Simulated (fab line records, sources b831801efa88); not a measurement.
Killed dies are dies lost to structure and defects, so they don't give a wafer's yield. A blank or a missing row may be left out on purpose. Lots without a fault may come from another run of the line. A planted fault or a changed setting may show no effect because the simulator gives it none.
Problem report in the 8D (eight disciplines) form, filled by code | flow gf180mcu | the parts of the form that need people (team, actions taken, sign-off) are left out

1. THE PROBLEM
DNWELL_TW at GF_DNWELL_TW_MEAS_09 reads a mean of 1025 on 6 wafers of 2 lots; wafers without a fault read 1342 with a standard deviation of 8.4. That is -38 standard deviations from the usual mean.
First seen on wafer L767.1, day 5 20:26, on film_metro-01. The record holds 39 wafers of 13 lots with a number at this step. Rule for "out", or "out of limits": more than 4 standard deviations from the usual mean. The other wafers with a number count as sound.

2. WHAT IT IS AND WHAT IT IS NOT
question                    | is                           | is not
which readings at this step | DNWELL_TW                    | -
which lots                  | L767, L769                   | L754, L755, L756, L758, L759, L760, L761, L771, L772, L773, L775
which wafers of those lots  | all that have a number       | -
read on which gauges        | film_metro-01, film_metro-02 | film_metro-04
when                        | from day 5 20:26             | up to then (21 sound wafers); but 12 sound wafers of L771, L772, L773, L775 came after

3. SUSPECTS, AND WHAT RULES EACH OUT
Counting: a tool at a process step up to the reading stays a suspect if it ran every lot that is out and no sound lot after the first of them.
- the gauge at GF_DNWELL_TW_MEAS_09: ruled out. The wafers that are out were read on 2 gauges (film_metro-01, film_metro-02).
- cmp-02 at GF_STI_CMP_25 (polishes, stops on Si3N4, t overpolish 33 s, target thk 524.6 nm): ruled out as a lasting fault. Sound lots L773, L775 ran on it after its first lot that is out, L767 (day 5 01:56).
- implanter-02 at GF_DNWELL_IMPLANT_07: kept. It ran every lot that is out, first L767 (day 5 20:11), and no sound lot after that; its last sound lot up to then is L758 (day 3 18:26). Its own readings are out on those wafers: dose_ions_cm2, faraday_current_uA.
Left after counting: implanter-02 at GF_DNWELL_IMPLANT_07.

4. THE CAUSE (what the simulator had put in)
Process parameter drift: implanter-02, from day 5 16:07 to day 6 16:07, at GF_DNWELL_IMPLANT_07. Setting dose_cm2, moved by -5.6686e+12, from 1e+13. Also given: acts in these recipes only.
Counting left only this tool.

5. THE CHAIN OF EFFECTS, in route order
Each row: a reading whose mean over the struck wafers that have a number lies more than 3 standard deviations from the usual. Only readings for which the record gives a usual standard deviation are gone through. hours: the time from each lot's start at the first step in this table that gives one to its start at this step, as a median over the lots. sigmas: the change in usual standard deviations.
hours | step                 | reading            | usual      | on struck wafers | change      | sigmas
0     | GF_DNWELL_IMPLANT_07 | dose_ions_cm2      | 1.0001e+13 | 4.3355e+12       | -5.6655e+12 | -99 or more
0     | GF_DNWELL_IMPLANT_07 | faraday_current_uA | 56.4       | 24.1             | -32.3       | -32
0     | GF_DNWELL_TW_MEAS_09 | DNWELL_TW          | 1342       | 1025             | -317        | -38
The process steps in it:
- GF_DNWELL_IMPLANT_07
Later measuring or inspecting steps at which every struck wafer that the step has a row for has a number for every such reading, and none has moved that far: GF_VT_IMPLANT_OVL_MEAS_40.

6. WHAT WOULD HAVE CAUGHT IT SOONER
In this record the first reading out of limits at a measuring or inspecting step was taken at day 5 20:26, 4 hours after the fault began at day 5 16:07.
The tool's own readings at GF_DNWELL_IMPLANT_07 were out on every struck wafer that the step has a row for (dose_ions_cm2, faraday_current_uA): an alarm limit on them would have fired on the first of those.
Of the lots that are out (2), L769 began GF_DNWELL_IMPLANT_07 on implanter-02 after day 5 20:26. A hold on the tool at that time would have spared it.
